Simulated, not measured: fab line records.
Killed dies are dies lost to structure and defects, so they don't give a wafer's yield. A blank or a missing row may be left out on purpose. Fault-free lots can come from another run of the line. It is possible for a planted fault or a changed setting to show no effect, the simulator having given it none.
The tool behind it: which one? + flow sky130 + 15 lots with 45 wafers sampled at 4 steps, on a route of 708 steps

== WHAT THE GAUGES READ, wafer by wafer ==
SKY_VIA3_THK_MEAS_01.
| lot  | measured     | on            | VIA3_HDPCVD_THK (nm) |
|------|--------------|---------------|----------------------|
| L515 | day 39 06:52 | film metro-02 | 1638 1658 1636       |
| L517 | day 39 16:01 | film metro-01 | 1657 1674 1664       |
| L518 | day 39 19:28 | film metro-01 | 1649 1625 1605       |
| L519 | day 40 07:06 | film metro-02 | 1672 1672 1664       |
| L520 | day 40 13:37 | film metro-04 | 1623 1653 1636       |
| L521 | day 40 19:37 | film metro-04 | 1654 1659 1646       |
| L522 | day 40 22:55 | film metro-02 | 1636 1617 1625       |
| L524 | day 41 16:00 | film metro-02 | 1633 1624 1616       |
| L525 | day 41 23:41 | film metro-02 | 1646 1648 1631       |
| L526 | day 42 13:18 | film metro-02 | 1646 1649 1628       |
| L533 | day 44 09:34 | film metro-01 | 1629 1624 1621       |
| L537 | day 45 02:52 | film metro-04 | 1632 1653 1654       |

== EACH LOT AND THE TOOL THAT RAN IT (in order: tool; ch and the chambers of the sampled wafers; start) ==
| lot  | SKY_SONOS_ONO_DEVELOP_12          | SKY_METAL1_SPUTTER_02        | SKY_VIA1_ETCH_14                   |
|------|-----------------------------------|------------------------------|------------------------------------|
| L515 | litho track-01 ch 0, day 13 10:55 | pvd sputter-01, day 32 09:40 | rie diel-03 ch 0,2,3, day 34 16:46 |
| L517 | litho track-04 ch 0, day 13 19:29 | pvd sputter-03, day 32 17:49 | rie diel-03 ch 1,2,3, day 35 01:39 |
| L518 | litho track-04 ch 0, day 13 22:23 | pvd sputter-01, day 33 00:02 | rie diel-02 ch 1,2, day 35 06:53   |
| L519 | litho track-02 ch 0, day 14 09:22 | pvd sputter-02, day 33 11:41 | rie diel-03 ch 0,1,3, day 35 18:32 |
| L520 | litho track-04 ch 0, day 14 15:55 | pvd sputter-01, day 33 19:11 | rie diel-02 ch 1,2,3, day 36 01:51 |
| L521 | litho track-04 ch 0, day 14 23:19 | pvd sputter-01, day 34 00:01 | rie diel-02 ch 0,1, day 36 06:49   |
| L522 | litho track-01 ch 0, day 15 08:07 | pvd sputter-01, day 34 06:23 | rie diel-01 ch 2,3, day 36 12:51   |
| L524 | litho track-02 ch 0, day 15 23:14 | pvd sputter-03, day 34 21:50 | rie diel-03 ch 0,1,2, day 37 03:54 |
| L525 | litho track-02 ch 0, day 16 10:13 | pvd sputter-02, day 35 07:20 | rie diel-02 ch 1,2,3, day 37 12:29 |
| L526 | litho track-02 ch 0, day 17 01:49 | pvd sputter-03, day 35 22:48 | rie diel-02 ch 1,2,3, day 38 04:14 |
| L528 | litho track-02, day 17 18:46      | -                            | -                                  |
| L529 | litho track-04, day 18 04:11      | -                            | -                                  |
| L530 | litho track-04, day 18 14:09      | -                            | -                                  |
| L533 | litho track-01 ch 0, day 19 10:58 | pvd sputter-02, day 38 00:03 | rie diel-02 ch 0,1,2, day 40 04:17 |
| L537 | litho track-04 ch 0, day 20 15:00 | pvd sputter-02, day 38 20:13 | rie diel-03 ch 2,3, day 40 23:53   |
- SKY_SONOS_ONO_DEVELOP_12: develop time 60 s.
- SKY_METAL1_SPUTTER_02: material AlCu, target thk 250 nm, time 13.3 s.
- SKY_VIA1_ETCH_14: etches BARC in N2/H2, stops on SiO2, time 45.9 s, target depth 60 nm.

== AS READ BY THE TOOLS THEMSELVES (means over the sampled wafers that have a number; for cases with no such wafer, the mark the record gives instead) ==
SKY_SONOS_ONO_DEVELOP_12.
| lot  | tool           | chill plate temp C (C) | developer temp C (C) |
|------|----------------|------------------------|----------------------|
| L515 | litho track-01 | 23.25                  | 23.02                |
| L517 | litho track-04 | 23.01                  | 22.93                |
| L518 | litho track-04 | 23.10                  | 22.99                |
| L519 | litho track-02 | 23.04                  | 23.07                |
| L520 | litho track-04 | 22.93                  | 22.97                |
| L521 | litho track-04 | 22.95                  | 23.01                |
| L522 | litho track-01 | 23.18                  | 23.02                |
| L524 | litho track-02 | 23.08                  | 22.98                |
| L525 | litho track-02 | 22.98                  | 23.04                |
| L526 | litho track-02 | 23.03                  | 23.03                |
| L528 | litho track-02 | -                      | -                    |
| L529 | litho track-04 | -                      | -                    |
| L530 | litho track-04 | -                      | -                    |
| L533 | litho track-01 | 22.94                  | 23.00                |
| L537 | litho track-04 | 23.00                  | 22.91                |

SKY_METAL1_SPUTTER_02.
| lot  | tool           | cathode dc power W (W) | throttle valve pct (%) |
|------|----------------|------------------------|------------------------|
| L515 | pvd sputter-01 | 10600                  | 29.5                   |
| L517 | pvd sputter-03 | 10600                  | 30.3                   |
| L518 | pvd sputter-01 | 10599                  | 30.1                   |
| L519 | pvd sputter-02 | 10600                  | 28.7                   |
| L520 | pvd sputter-01 | 10600                  | 29.3                   |
| L521 | pvd sputter-01 | 10601                  | 29.3                   |
| L522 | pvd sputter-01 | 10599                  | 29.9                   |
| L524 | pvd sputter-03 | 10602                  | 30.5                   |
| L525 | pvd sputter-02 | 10600                  | 29.6                   |
| L526 | pvd sputter-03 | 10603                  | 30.4                   |
| L533 | pvd sputter-02 | 10600                  | 28.8                   |
| L537 | pvd sputter-02 | 10599                  | 30.2                   |

SKY_VIA1_ETCH_14.
| lot  | tool        | bias w (W) | drypump motor current A (A) | oes product au (a.u.) | throttle valve pct (%) |
|------|-------------|------------|-----------------------------|-----------------------|------------------------|
| L515 | rie diel-03 | 99.91      | 5.4                         | 0.856                 | 13.222                 |
| L517 | rie diel-03 | 100.00     | 5.2                         | 0.854                 | 13.224                 |
| L518 | rie diel-02 | 100.27     | 5.9                         | 0.854                 | 13.231                 |
| L519 | rie diel-03 | 100.09     | 5.7                         | 0.852                 | 13.220                 |
| L520 | rie diel-02 | 100.15     | 5.9                         | 0.851                 | 13.226                 |
| L521 | rie diel-02 | 100.00     | 5.9                         | 0.854                 | 13.224                 |
| L522 | rie diel-01 | 100.20     | 5.3                         | 0.849                 | 13.234                 |
| L524 | rie diel-03 | 99.88      | 5.8                         | 0.858                 | 13.223                 |
| L525 | rie diel-02 | 100.03     | 5.9                         | 0.853                 | 13.227                 |
| L526 | rie diel-02 | 100.30     | 5.9                         | 0.859                 | 13.214                 |
| L533 | rie diel-02 | 100.04     | 5.9                         | 0.858                 | 13.231                 |
| L537 | rie diel-03 | 99.94      | 4.8                         | 0.856                 | 13.220                 |

== THE ANSWER, worked out from the rows above alone ==
Rule: what is usual is taken from the lots themselves. The widest of any qualifying gaps counts: lots, ordered by their means at a reading, are off when they make up no more than a third of the lots, leave a main group of 4 or more, and stand apart from it by 3 or more times the standard deviation of that group's means. The tables above print the reading to a certain number of digits; a main group whose means all agree to those digits is not used. Also off: a lot with no number at a reading for which 4 or more lots have one. All remaining lots with rows at the step are treated as sound. Order of review: gauges by route order, followed by the tools' own readings, for which a lot's mean as printed above is used. At the first step where some lot is off, the reading lying furthest off is the one used; lots without a number count as furthest.
Off: L528, L529, L530, at SKY_SONOS_ONO_DEVELOP_12 (chill plate temp C). Without a number there: L528, L529, L530. The main group: mean 23.04 C, standard deviation 0.094.
A tool fits if, at that step or a process step before it, it ran every lot that is off, and no sound lot after the first of them. No candidate that was tried fits.

== WHAT WAS PUT IN BY THE SIMULATOR ==
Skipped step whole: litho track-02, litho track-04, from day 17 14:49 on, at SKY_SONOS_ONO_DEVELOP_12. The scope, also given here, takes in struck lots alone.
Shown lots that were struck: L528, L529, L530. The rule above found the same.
